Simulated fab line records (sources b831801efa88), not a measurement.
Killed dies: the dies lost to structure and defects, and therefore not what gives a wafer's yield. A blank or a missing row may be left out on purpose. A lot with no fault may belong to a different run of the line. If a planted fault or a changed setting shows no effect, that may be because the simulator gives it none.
Split-lot experiment | flow sky130 | on a route of 708 steps: 5 lots, 23 wafers read

## THE SPLIT ITSELF
At SKY_VIA1_SPUTTER_20 (material TiN, target thk 20 nm, time 80 s), the setting time_s was moved away from the recipe's 80 s on 6 of the 23 wafers read, by -10.8% to +7.8%. The other wafers ran this setting at the recipe's value.

The reading comes from the split's own step.

## THE READING
TiN_of_VIA1_SPUTTER_20.thk_nm (the simulator's own value, which no gauge read), in nm, at SKY_VIA1_SPUTTER_20 (material TiN, target thk 20 nm, time 80 s). The file gives no usual value for it. Here, 17 wafers ran the recipe; their average is 20.13 nm with a standard deviation of 0.3 nm.

wafer  | tool, chamber at the split | time_s as run, s | against the recipe | TiN_of_VIA1_SPUTTER_20.thk_nm, nm | against lot-mates on the recipe
L075.1 | pvd_sputter-04, -          | 71.37            | -10.8%             | 17.9                              | -2.28
L075.2 | pvd_sputter-04, -          | 71.37            | -10.8%             | 17.4                              | -2.78
L075.4 | pvd_sputter-04, -          | 80               | recipe             | 20.07                             | -
L075.5 | pvd_sputter-04, -          | 71.37            | -10.8%             | 18.17                             | -2.00
L075.6 | pvd_sputter-04, -          | 80               | recipe             | 20.28                             | -
L076.2 | pvd_sputter-03, -          | 80               | recipe             | 20.18                             | -
L076.5 | pvd_sputter-03, -          | 80               | recipe             | 20.15                             | -
L076.6 | pvd_sputter-03, -          | 80               | recipe             | 20.61                             | -
L081.1 | pvd_sputter-02, -          | 80               | recipe             | 20.03                             | -
L081.2 | pvd_sputter-02, -          | 80               | recipe             | 20.3                              | -
L081.3 | pvd_sputter-02, -          | 80               | recipe             | 20.26                             | -
L081.4 | pvd_sputter-02, -          | 80               | recipe             | 20.56                             | -
L081.5 | pvd_sputter-02, -          | 80               | recipe             | 20.39                             | -
L083.1 | pvd_sputter-04, -          | 80               | recipe             | 20.19                             | -
L083.2 | pvd_sputter-04, -          | 80               | recipe             | 19.78                             | -
L083.3 | pvd_sputter-04, -          | 80               | recipe             | 19.9                              | -
L083.4 | pvd_sputter-04, -          | 80               | recipe             | 19.6                              | -
L083.6 | pvd_sputter-04, -          | 80               | recipe             | 19.57                             | -
L085.1 | pvd_sputter-04, -          | 86.23            | +7.8%              | 21.44                             | +1.27
L085.3 | pvd_sputter-04, -          | 86.23            | +7.8%              | 21.59                             | +1.42
L085.4 | pvd_sputter-04, -          | 80               | recipe             | 20.46                             | -
L085.5 | pvd_sputter-04, -          | 86.23            | +7.8%              | 21.92                             | +1.75
L085.6 | pvd_sputter-04, -          | 80               | recipe             | 19.88                             | -

THE FIT
A straight line over all 23 wafers: TiN_of_VIA1_SPUTTER_20.thk_nm changes by +0.207 nm for each +1% of time_s; r = +0.96; the points scatter about the line by 0.31 nm.
The same after taking each lot's own level away (the mean of its wafers on the recipe; 23 wafers): +0.208 nm for each +1%; r = +0.97; scatter 0.24 nm.
According to that fit, moving time_s by its largest amount changes the reading by 2.2 nm.
From 19.808 to 20.313 nm: that is the span of the lots' own levels, equal to 1.7 times the standard deviation above.
So the lot-to-lot level changes the slope little: the two slopes agree.
Check: for one of the wafers moved furthest among these (-10.8%), held out of the fit, the line's prediction against its lot-mates is -2.27 nm. Against them it came out at -2.28 nm.

## THESE WAFERS: OTHER SPLITS
Note: prior to the reading, these wafers also went through further splits. Each is held against what the fit with the lots' levels taken away leaves over:
other split on the same wafers     | wafers away from the commonest value | r with TiN_of_VIA1_SPUTTER_20.thk_nm (lot level and that fit taken away)
SKY_POLY_CUT_COAT_02 resist_thk_nm | 7                                    | +0.28
SKY_POLY_CUT_ETCH_10 bias_w        | 11                                   | +0.06
SKY_SD_P_DEVELOP_06 dev_temp_c     | 10                                   | +0.18
SKY_SD_N_DEVELOP_06 dev_temp_c     | 9                                    | +0.09
SKY_SD_N_IMPLANT_10 energy_kev     | 10                                   | +0.18
SKY_LI_CONTACT_HDPCVD_00 time_s    | 8                                    | +0.15
SKY_LI_CONTACT_EXPOSE_09 dose_mj   | 10                                   | +0.00
SKY_LI_CONTACT_CVD_21 temp_c       | 7                                    | -0.11
SKY_VIA1_ETCH_14 time_s            | 10                                   | -0.11

## FILE'S OWN FIT
TiN_of_VIA1_SPUTTER_20.thk_nm changes by +0.209 nm for each +1% of time_s, r = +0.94.
